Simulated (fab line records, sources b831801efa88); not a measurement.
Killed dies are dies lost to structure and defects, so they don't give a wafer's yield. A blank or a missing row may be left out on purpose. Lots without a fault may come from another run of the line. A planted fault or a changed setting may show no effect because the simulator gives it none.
Split-lot experiment | flow sfq_line | 5 lots, 23 wafers read, on a route of 325 steps

THE SPLIT
At SFQ_TRILAYER_I3_VIA_LITHO_COAT_085 (resist thk 650 nm), the setting resist_thk_nm was moved away from the recipe's 650 nm on 10 of the 23 wafers read, by -5.7% to +4.7%. The other wafers ran this setting at the recipe's value.

The reading is taken at the split's own step.

THE READING
KrF_of_TRILAYER_I3_VIA_LITHO_COAT_085.thk_nm (the simulator's own value, which no gauge read), in nm, at SFQ_TRILAYER_I3_VIA_LITHO_COAT_085 (resist thk 650 nm). The file gives no usual value for it. The 13 wafers here that ran the recipe average 650.0 nm, standard deviation 2.6 nm.

wafer  | tool, chamber at the split | resist_thk_nm as run, nm | against the recipe | KrF_of_TRILAYER_I3_VIA_LITHO_COAT_085.thk_nm, nm | against lot-mates on the recipe
L076.1 | litho_track-01, 0          | 650                      | recipe             | 651.4                                            | -
L076.2 | litho_track-01, 0          | 677.4                    | +4.2%              | 677.4                                            | +26.9
L076.3 | litho_track-01, 0          | 650                      | recipe             | 651.1                                            | -
L076.4 | litho_track-01, 0          | 650                      | recipe             | 649.1                                            | -
L076.6 | litho_track-01, 0          | 677.4                    | +4.2%              | 678.6                                            | +28.1
L078.1 | litho_track-01, 0          | 650                      | recipe             | 647.4                                            | -
L078.2 | litho_track-01, 0          | 612.9                    | -5.7%              | 610.3                                            | -36.4
L078.4 | litho_track-01, 0          | 650                      | recipe             | 645.9                                            | -
L078.5 | litho_track-01, 0          | 612.9                    | -5.7%              | 609.7                                            | -37.0
L078.6 | litho_track-01, 0          | 650                      | recipe             | 646.8                                            | -
L079.2 | litho_track-04, 0          | 650                      | recipe             | 655.6                                            | -
L079.3 | litho_track-04, 0          | 620.6                    | -4.5%              | 623.8                                            | -30.2
L079.4 | litho_track-04, 0          | 650                      | recipe             | 652.3                                            | -
L079.5 | litho_track-04, 0          | 620.6                    | -4.5%              | 621.5                                            | -32.5
L079.6 | litho_track-04, 0          | 620.6                    | -4.5%              | 623.2                                            | -30.8
L080.3 | litho_track-04, 0          | 650                      | recipe             | 651.2                                            | -
L080.5 | litho_track-04, 0          | 650                      | recipe             | 652.5                                            | -
L080.6 | litho_track-04, 0          | 650                      | recipe             | 650.5                                            | -
L084.1 | litho_track-04, 0          | 650                      | recipe             | 648                                              | -
L084.2 | litho_track-04, 0          | 680.5                    | +4.7%              | 678.7                                            | +30.3
L084.3 | litho_track-04, 0          | 680.5                    | +4.7%              | 679.6                                            | +31.2
L084.5 | litho_track-04, 0          | 650                      | recipe             | 648.8                                            | -
L084.6 | litho_track-04, 0          | 680.5                    | +4.7%              | 678                                              | +29.6

THE FIT
A straight line over all 23 wafers: KrF_of_TRILAYER_I3_VIA_LITHO_COAT_085.thk_nm changes by +6.43 nm for each +1% of resist_thk_nm; r = +0.99; the points scatter about the line by 2.5 nm.
The same after taking each lot's own level away (the mean of its wafers on the recipe; 23 wafers): +6.57 nm for each +1%; r = +1.00; scatter 1.1 nm.
On that fit, the largest move of resist_thk_nm shifts the reading by 38 nm.
The lots' own levels span 646.70 to 653.95 nm, that is 2.8 times the standard deviation above.
So the lot-to-lot level changes the slope little: the two slopes agree.
Check: with one of the wafers moved furthest among these (-5.7%) left out of the fit, the line predicts -38 nm for it against its lot-mates. It came out at -36.4 nm against them.

OTHER SPLITS ON THESE WAFERS
These wafers also went through other splits before the reading. Each is held against what the fit with the lots' levels taken away leaves over:
other split on the same wafers                            | wafers away from the commonest value | r with KrF_of_TRILAYER_I3_VIA_LITHO_COAT_085.thk_nm (lot level and that fit taken away)
SFQ_TRILAYER_I1_VIA_ETCH_VIA_ETCH_052 source_w            | 8                                    | +0.23
SFQ_TRILAYER_I2_VIA_LITHO_EXPOSE_068 dose_mj              | 7                                    | -0.14
SFQ_TRILAYER_I2_VIA_BARC_OPEN_VIA_ETCH_096 pressure_mtorr | 15                                   | -0.34
SFQ_TRILAYER_M3_DEP_SPUTTER_073 power_w                   | 12                                   | -0.35
SFQ_TRILAYER_M3_BARC_OPEN_METAL_ETCH_100 pressure_mtorr   | 18                                   | +0.09

THE FILE'S OWN FIT
KrF_of_TRILAYER_I3_VIA_LITHO_COAT_085.thk_nm changes by +6.55 nm for each +1% of resist_thk_nm, r = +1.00.
